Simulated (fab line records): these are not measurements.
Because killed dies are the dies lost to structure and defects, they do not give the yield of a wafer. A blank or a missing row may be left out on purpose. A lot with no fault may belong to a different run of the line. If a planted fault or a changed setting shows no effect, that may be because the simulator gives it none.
fab line records	flow sky130
[record] lots = 12	wafers = 36	last_day = 50
route steps=708 shown LI_CONTACT@384 CONTACT@425 METAL1@453 PAD_OPEN@708
lots with no fault: from the same line, run without faults
start_h: the number of hours between the record's first day and the start of the first shown wafer of the lot	wait_h: how many hours have passed since the lot's step before this one	" the same as in the row above	L1.1+2: several wafers, shown together as one row	- no value, or no start given	* or withheld: withheld	< > ~ a bound
route shown NAME@n: NAME is a module with steps in the file, n the number in the route of the first one	usual: mean/standard deviation taken from wafers without a fault	same: alike in all rows	chamber/n: place in a boat	sites: each site's reading	_std_site: standard deviation across them	_edge_site: outer sites' mean less inner sites'	radius_mm: for every site, how far away it sits from the centre of the wafer	mask NAME#n: copy n	behind: the last tool/chamber to shape the wafer	hold: cause of the lot's hold/its duration in hours/its outcome	device: names the non-switching transistor (n, p or np)	end of line: the tests these same wafers got at the end of their route	where a step has no rows: the recipe by itself	killed: at the first sort, the dies lost to defects and structure; wafer yield is something else	map: a wafer's dies, x killed, . not, _ none there
set.NAME: the setting the step ran with; set.NAME@STEP: the setting that earlier step ran with	model.NAME: the simulator's own value behind a step, which no gauge read
one table for each step of the route and one row for each wafer, over a sample of lots
services: a tool's chamber out of use, with start hour (start_h, from the record's first day; less than 0 if before it), hours out, and reason
[[steps]]
[step SKY_LI_CONTACT_RS_MEAS_22]
[recipe] thk_meas_gauge = four-point-probe	reads = W_of_LI_CONTACT_CVD_21+TiN_of_LI_CONTACT_SPUTTER_20+Ti_of_LI_CONTACT_SPUTTER_19
[usual] LI_CONTACT_W_RS = 0.285/0.0032
lot.wafer	tool	chamber	start_h	wait_h	LI_CONTACT_W_RS[ohm/sq]
L204.2	film_metro-03	-	678.36	0.1	0.284
L204.3	"	-	"	"	0.287
L204.6	"	-	"	"	0.281
L206.1	film_metro-03	-	697.08	0.1	0.284
L206.3	"	-	"	"	0.286
L206.4	"	-	"	"	0.287
L208.3	film_metro-01	-	712.45	0.1	0.291
L208.4	"	-	"	"	0.287
L208.5	"	-	"	"	0.287
L211.2	film_metro-03	-	727.89	0.1	0.286
L211.3	"	-	"	"	0.289
L211.6	"	-	"	"	0.289
L212.2	film_metro-01	-	739.84	0.1	0.283
L212.3	"	-	"	"	0.283
L212.5	"	-	"	"	0.281
L213.2	film_metro-01	-	745.84	0.1	0.282
L213.3	"	-	"	"	0.282
L213.4	"	-	"	"	0.284
L214.1	film_metro-02	-	756.94	0.1	0.282
L214.4	"	-	"	"	0.283
L214.5	"	-	"	"	0.282
L217.1	film_metro-02	-	779.39	0.1	0.287
L217.4	"	-	"	"	0.283
L217.6	"	-	"	"	0.287
L220.1	film_metro-02	-	796.92	0.1	0.287
L220.2	"	-	"	"	0.281
L220.4	"	-	"	"	0.286
L225.1	film_metro-03	-	841.86	0.1	0.283
L225.4	"	-	"	"	0.284
L225.5	"	-	"	"	0.284
L226.1	film_metro-01	-	844.19	0.1	0.284
L226.3	"	-	"	"	0.283
L226.4	"	-	"	"	0.284
L227.2	film_metro-01	-	848.11	0.1	0.285
L227.4	"	-	"	"	0.283
L227.5	"	-	"	"	0.282
[step SKY_LI_CONTACT_CMP_24]
[recipe] stop_on = PSG	t_overpolish_s = 20	down_force_psi = 3.5	platen_rpm = 60	target_thk_nm = 0	pad_velocity_m_s = 0.94248
[usual] head_pressure_psi = 3.500/0.0084	motor_current_A = 10.6/0.76	overpolish_run_s = 19.999/0.0084	slurry_filter_dp_kPa = 13.50/0.13	time_to_endpoint_s = 95.8/2.7
lot.wafer	tool	chamber	start_h	wait_h	head_pressure_psi	motor_current_A	overpolish_run_s	slurry_filter_dp_kPa	time_to_endpoint_s
L204.3	cmp-02	0	678.52	0.0	3.503	10.0	19.999	13.51	98.9
L204.2	"	1	"	"	3.498	12.0	19.999	13.47	101.2
L204.6	"	0	"	"	3.490	9.8	19.986	13.44	99.3
L206.1	cmp-02	2	697.26	0.1	3.521	10.7	19.996	13.74	97.8
L206.4	"	3	"	"	3.489	10.2	20.003	13.73	95.1
L206.3	"	0	"	"	3.482	10.1	20.004	13.58	96.1
L208.3	cmp-01	2	712.69	0.1	3.496	11.6	20.007	13.29	92.0
L208.4	"	3	"	"	3.496	10.8	20.010	13.38	94.2
L208.5	"	0	"	"	3.496	10.2	20.011	13.46	97.6
L211.3	cmp-02	3	728.05	0.0	3.514	10.0	19.991	13.53	91.5
L211.2	"	2	"	"	3.488	10.9	19.993	13.30	94.2
L211.6	"	0	"	"	3.511	10.4	19.999	13.29	94.1
L212.3	cmp-02	2	740.00	0.0	3.501	10.6	19.989	13.47	95.8
L212.2	"	1	"	"	3.506	11.8	19.998	13.69	96.0
L212.5	"	3	"	"	3.488	9.2	20.001	13.48	94.4
L213.4	cmp-01	0	747.05	1.1	3.508	9.9	20.007	13.40	94.7
L213.3	"	1	"	"	3.504	10.3	20.007	13.53	99.1
L213.2	"	2	"	"	3.502	11.8	19.995	13.40	92.2
L214.4	cmp-02	0	757.17	0.1	3.507	10.3	20.003	13.56	100.4
L214.1	"	1	"	"	3.492	10.9	19.991	13.42	98.1
L214.5	"	3	"	"	3.506	9.5	19.998	13.52	96.9
L217.1	cmp-01	1	779.57	0.1	3.507	10.5	19.990	13.61	94.6
L217.4	"	3	"	"	3.501	11.3	20.010	13.53	91.7
L217.6	"	2	"	"	3.502	11.6	19.994	13.47	95.5
L220.1	cmp-01	1	797.10	0.1	3.517	10.5	20.004	13.57	93.0
L220.4	"	3	"	"	3.500	10.9	20.000	13.44	94.2
L220.2	"	0	"	"	3.497	9.8	20.004	13.42	100.1
L225.1	cmp-02	3	842.14	0.1	3.489	10.2	20.004	13.51	97.0
L225.4	"	0	"	"	3.504	10.0	20.002	13.57	100.0
L225.5	"	2	"	"	3.513	11.1	20.007	13.56	100.4
L226.4	cmp-01	0	844.42	0.1	3.506	10.1	19.999	13.66	93.9
L226.1	"	1	"	"	3.508	10.4	19.984	13.47	95.8
L226.3	"	2	"	"	3.491	11.9	20.011	13.49	97.2
L227.4	cmp-01	3	848.27	0.0	3.493	10.4	20.006	13.45	99.2
L227.2	"	2	"	"	3.491	11.2	19.995	13.54	96.6
L227.5	"	3	"	"	3.498	11.3	20.008	13.53	98.5
[step SKY_CONTACT_STRIP_19]
[recipe] chemistry = O2/N2	power_w = 1400	pressure_mtorr = 1500	platen_temp_c = withheld	o2_flow_sccm = 3000	n2_flow_sccm = 300	overash_fraction = 0.5
[usual] chamber_pressure_mTorr = 1500.1/1.3	drypump_motor_current_A = 5.7/0.33	oes_product_au = 0.381/0.0045	strip_time_to_endpoint_s = 3.626/0.03
lot.wafer	tool	chamber	start_h	wait_h	chamber_pressure_mTorr	drypump_motor_current_A	oes_product_au	rf_hours_counter_h	strip_time_to_endpoint_s
L204.2	plasma_asher-01	1	735.72	-	1501.3	5.6	0.377	29	3.650
L204.3	"	1	"	"	1501.5	5.6	0.378	-	3.657
L204.6	"	0	"	"	1501.0	5.3	0.383	-	3.630
L206.1	plasma_asher-04	1	755.03	-	1496.3	6.2	0.380	1	3.642
L206.3	"	1	"	"	1500.0	6.2	0.377	-	3.652
L206.4	"	0	"	"	1499.2	5.9	0.378	-	3.662
L208.3	plasma_asher-04	1	769.20	-	1500.2	6.2	0.381	-	3.629
L208.4	"	0	"	"	1498.0	5.9	0.380	-	3.641
L208.5	"	0	"	"	1499.1	5.9	0.383	-	3.633
L211.2	plasma_asher-02	1	783.71	-	1500.9	5.8	0.383	62	3.651
L211.3	"	1	"	"	1499.0	5.7	0.372	-	3.652
L211.6	"	0	"	"	1502.2	5.3	0.383	-	3.661
L212.2	plasma_asher-01	1	796.17	-	1501.8	5.6	0.376	36	3.626
L212.3	"	1	"	"	1501.5	5.6	0.385	-	3.640
L212.5	"	0	"	"	1497.8	5.3	0.384	-	3.651
L213.2	plasma_asher-01	1	802.06	-	1502.2	5.6	0.385	36	3.607
L213.3	"	1	"	"	1500.7	5.6	0.376	-	3.616
L213.4	"	0	"	"	1501.1	5.3	0.372	-	3.596
L214.1	plasma_asher-04	0	812.15	-	1501.5	5.9	0.372	6	3.586
L214.4	"	0	"	"	1500.2	5.9	0.374	-	3.593
L214.5	"	1	"	"	1501.7	6.2	0.377	-	3.577
L217.1	plasma_asher-02	1	833.37	-	1500.6	5.7	0.384	67	3.660
L217.4	"	0	"	"	1501.6	5.3	0.382	-	3.677
L217.6	"	1	"	"	1499.7	5.7	0.379	-	3.628
L220.1	plasma_asher-04	0	851.27	-	1498.8	5.8	0.379	10	3.648
L220.2	"	1	"	"	1500.7	6.2	0.379	10	3.661
L220.4	"	0	"	"	1499.2	5.9	0.385	-	3.654
L225.1	plasma_asher-02	1	896.02	-	-	-	-	-	-
L225.4	"	0	"	"	-	-	-	-	-
L225.5	"	1	"	"	-	-	-	-	-
L226.1	plasma_asher-04	1	898.38	-	-	-	-	-	-
L226.3	"	1	"	"	-	-	-	-	-
L226.4	"	0	"	"	-	-	-	-	-
L227.2	plasma_asher-01	1	902.02	-	1500.7	5.6	0.378	47	3.633
L227.4	"	0	"	"	1501.2	5.2	0.387	-	3.653
L227.5	"	0	"	"	1498.5	5.2	0.386	-	3.621
[step SKY_METAL1_METAL_ETCH_19]
[recipe] target_depth_a = 3600	stop_on = SiO2	over_etch_frac = 0.3	time_s = 78	chemistry = Cl2/BCl3	resist_sidewall_deg = 88	pressure_mtorr = 10	icp_w = 900	bias_w = 48.5	Cl2_flow_sccm = 60	bcl3_flow_sccm = 30
[usual] chamber_pressure_mTorr = 10.000/0.0084	drypump_motor_current_A = 5.7/0.52	oes_product_au = 0.855/0.0058	throttle_valve_pct = 22.265/0.0087
lot.wafer	tool	chamber	start_h	wait_h	chamber_pressure_mTorr	drypump_motor_current_A	oes_product_au	rf_hours_counter_h	throttle_valve_pct
L204.2	rie_metal-03	1	764.00	0.0	10.001	6.3	0.852	9	22.265
L204.3	"	1	"	"	9.995	6.2	0.857	-	22.275
L204.6	"	1	"	"	10.004	6.3	0.850	-	22.284
L206.1	rie_metal-01	1	783.30	0.0	10.013	5.4	0.864	2	22.261
L206.3	"	1	"	"	10.005	5.4	0.860	-	22.247
L206.4	"	0	"	"	10.010	5.5	0.863	-	22.273
L208.3	rie_metal-01	0	796.28	0.1	9.995	5.5	0.854	-	22.274
L208.4	"	1	"	"	10.000	5.4	0.856	-	22.248
L208.5	"	1	"	"	10.002	5.3	0.859	-	22.270
L211.2	rie_metal-03	1	812.59	0.0	9.998	6.3	0.859	10	22.267
L211.3	"	0	"	"	9.991	5.2	0.863	-	22.279
L211.6	"	1	"	"	9.989	6.3	0.861	-	22.258
L212.2	rie_metal-04	1	824.89	0.0	9.989	5.3	0.848	7	22.260
L212.3	"	1	"	"	9.996	5.3	0.850	-	22.265
L212.5	"	1	"	"	9.987	5.3	0.858	-	22.265
L213.2	rie_metal-01	1	830.25	0.0	10.004	5.4	0.858	4	22.262
L213.3	"	1	"	"	9.990	5.4	0.864	-	22.257
L213.4	"	0	"	"	9.994	5.5	0.865	-	22.269
L214.1	rie_metal-03	0	839.84	0.0	9.997	5.3	0.856	7	22.268
L214.4	"	0	"	"	10.001	5.3	0.862	-	22.269
L214.5	"	1	"	"	10.012	6.3	0.855	-	22.258
L217.1	rie_metal-04	1	860.94	0.0	10.003	5.3	0.849	8	22.270
L217.4	"	0	"	"	9.999	6.6	0.863	-	22.273
L217.6	"	1	"	"	10.004	5.2	0.843	-	22.246
L220.1	rie_metal-03	1	879.33	0.0	10.010	6.3	0.853	13	22.269
L220.2	"	0	"	"	10.004	5.2	0.856	9	22.282
L220.4	"	1	"	"	9.998	6.2	0.866	-	22.281
L227.2	rie_metal-03	0	928.64	0.0	9.997	5.2	0.852	12	22.263
L227.4	"	0	"	"	10.019	5.2	0.849	-	22.268
L227.5	"	1	"	"	9.986	6.3	0.856	-	22.259
[step SKY_PAD_OPEN_PROBE_99]
[usual] killed_at_M0_to_M3 = 43/7	killed_at_M4_up = 3.1/2	killed_at_contacts = 24/5.3	killed_at_front_end = 15/4.2	killed_at_other = 0.4/0.66	killed_dies = 86/9.5	killed_on_rim = 17/3.9	killed_open = 47/7.4	killed_short = 38/6.2
[same] gross_dies = 492	killed_at_back_side = 0
lot.wafer	tool	chamber	start_h	wait_h	killed_at_M0_to_M3	killed_at_M4_up	killed_at_contacts	killed_at_front_end	killed_at_other	killed_dies	killed_on_rim	killed_open	killed_short
L225.1	prober-01	-	1190.68	0.1	46	3	420	21	2	492	96	49	33
L225.4	prober-01	-	1190.83	0.2	41	1	433	16	1	492	96	50	38
L225.5	prober-01	-	1190.88	0.2	37	4	435	16	0	492	96	47	33
L226.1	prober-02	-	1193.52	0.1	43	1	431	17	0	492	96	47	39
L226.3	prober-02	-	1193.62	0.2	46	0	428	17	1	492	96	50	38
L226.4	prober-02	-	1193.67	0.2	37	0	435	19	1	492	96	41	34
L227.2	prober-01	-	1194.86	0.1	38	1	27	9	0	75	14	38	37
L227.4	prober-01	-	1194.96	0.2	37	1	28	12	3	81	17	40	40
L227.5	prober-01	-	1195.01	0.2	35	4	17	13	1	70	12	30	38
// killed by level:class
L225.1 CONTACT:area_sputter=408 VIA1:geometric_particle:open=14 FIELD_ISO:geometric_particle:open=9 VIA1:geometric_particle:short=9 VIA2:geometric_particle:open=8 POLY_GATE:geometric_particle:open=6 CONTACT:geometric_particle:open=4 METAL1:geometric_particle:short=4
L225.4 CONTACT:area_sputter=404 CONTACT:geometric_particle:open=13 VIA1:geometric_particle:open=12 CONTACT:geometric_particle:short=7 VIA3:geometric_particle:open=7 POLY_GATE:geometric_particle:open=6 VIA2:geometric_particle:open=6 VIA1:geometric_particle:short=4
L225.5 CONTACT:area_sputter=412 CONTACT:geometric_particle:open=11 VIA1:geometric_particle:open=11 METAL1:geometric_particle:short=8 FIELD_ISO:geometric_particle:open=7 FIELD_ISO:geometric_particle:short=4 LI_CONTACT:geometric_particle:open=4 VIA3:geometric_particle:open=4
L226.1 CONTACT:area_sputter=406 VIA1:geometric_particle:open=11 CONTACT:geometric_particle:open=10 VIA1:geometric_particle:short=8 METAL2:geometric_particle:short=6 CONTACT:geometric_particle:short=5 VIA3:geometric_particle:open=5 VIA2:geometric_particle:open=4
L226.3 CONTACT:area_sputter=404 VIA1:geometric_particle:open=16 LI_CONTACT:geometric_particle:open=11 FIELD_ISO:geometric_particle:short=9 CONTACT:geometric_particle:open=7 METAL1:geometric_particle:short=6 VIA3:geometric_particle:open=5 FIELD_ISO:geometric_particle:open=4
L226.4 CONTACT:area_sputter=417 VIA1:geometric_particle:open=11 LI_CONTACT:geometric_particle:open=6 VIA3:geometric_particle:open=6 VIA1:geometric_particle:short=5 FIELD_ISO:geometric_particle:short=4 VIA2:geometric_particle:open=4 FIELD_ISO:geometric_particle:open=4
L227.2 VIA1:geometric_particle:short=9 CONTACT:geometric_particle:short=7 CONTACT:geometric_particle:open=7 VIA1:geometric_particle:open=6 VIA2:geometric_particle:open=5 LI_CONTACT:geometric_particle:open=5 VIA3:geometric_particle:open=5 METAL2:geometric_particle:short=5
L227.4 VIA1:geometric_particle:open=10 LI_CONTACT:geometric_particle:short=7 CONTACT:geometric_particle:open=7 VIA3:geometric_particle:open=6 LI_CONTACT:geometric_particle:open=5 POLY_GATE:geometric_particle:open=4 METAL1:geometric_particle:short=4 LOCAL_INTERCONNECT:geometric_particle:short=4
L227.5 CONTACT:geometric_particle:open=9 VIA3:geometric_particle:short=7 FIELD_ISO:geometric_particle:short=5 METAL2:geometric_particle:short=5 METAL3:geometric_particle:short=5 POLY_GATE:geometric_particle:open=4 VIA3:geometric_particle:open=4 LI_CONTACT:geometric_particle:short=3
[[services]]
tool	chamber	start_h	hours	kind
cmp-01	-	655.12	3.9	repair
plasma_asher-01	-	669.85	1.6	repair
rie_metal-01	-	720.72	0.9	repair
plasma_asher-04	-	733.75	9.0	pm
rie_metal-03	-	739.32	0.2	repair
cmp-02	-	744.23	4.0	pm
cmp-02	-	748.23	5.8	pm
rie_metal-01	1	761.54	16.6	repair
cmp-02	-	771.17	0.5	repair
cmp-02	-	782.75	1.2	repair
rie_metal-03	1	788.59	12.4	repair
plasma_asher-02	-	791.74	2.6	repair
cmp-01	-	801.32	4.3	repair
plasma_asher-04	-	817.18	5.9	repair
plasma_asher-01	-	818.40	0.4	repair
plasma_asher-02	-	837.56	14.6	pm
cmp-01	-	838.50	3.7	repair
cmp-02	-	848.53	23.0	pm
plasma_asher-02	-	859.10	0.8	repair
plasma_asher-01	-	883.40	2.1	repair
cmp-01	-	899.16	3.7	pm
plasma_asher-04	-	911.07	6.0	repair
cmp-01	-	912.00	4.0	pm
cmp-02	-	922.67	2.3	repair
[[key]]
[first_sign] step = SKY_CONTACT_STRIP_19	reading = tool_record	direction = missing
[effect] step = SKY_PAD_OPEN_PROBE_99	reading = killed_at_contacts	direction = up	sigmas = 76	usual = 24	struck = 430
[more_kills_born_at] SKY_CONTACT_SPUTTER_23@pvd_sputter-02 = 1227	SKY_CONTACT_SPUTTER_23@pvd_sputter-04 = 1224
met_at SKY_CONTACT_STRIP_19
struck_lots L225,L226
later_rows_left_out L225.1,L225.4,L225.5,L226.1,L226.3,L226.4
tester_left_out L225,L226
not_acting_at SKY_LI_CONTACT_RS_MEAS_22,SKY_LI_CONTACT_CMP_24,SKY_METAL1_METAL_ETCH_19
onset_between 851.27 896.02
[fault] kind = skipped_step_whole	tool = plasma_asher-02,plasma_asher-04	chamber = -	onset_h = 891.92	steps = SKY_CONTACT_STRIP_19	scope = struck_lots_only
// tester_left_out: of these lots the tester's yield and bins aren't shown, on N5 and GAA mostly nor the transistor test; their killed dies are dies lost to structure and defects alone, not to doping, threshold or leakage, so they don't give the yield
// later_rows_left_out: the simulator's readings of these wafers behind a module that went badly wrong aren't trusted and aren't shown, but for the sort
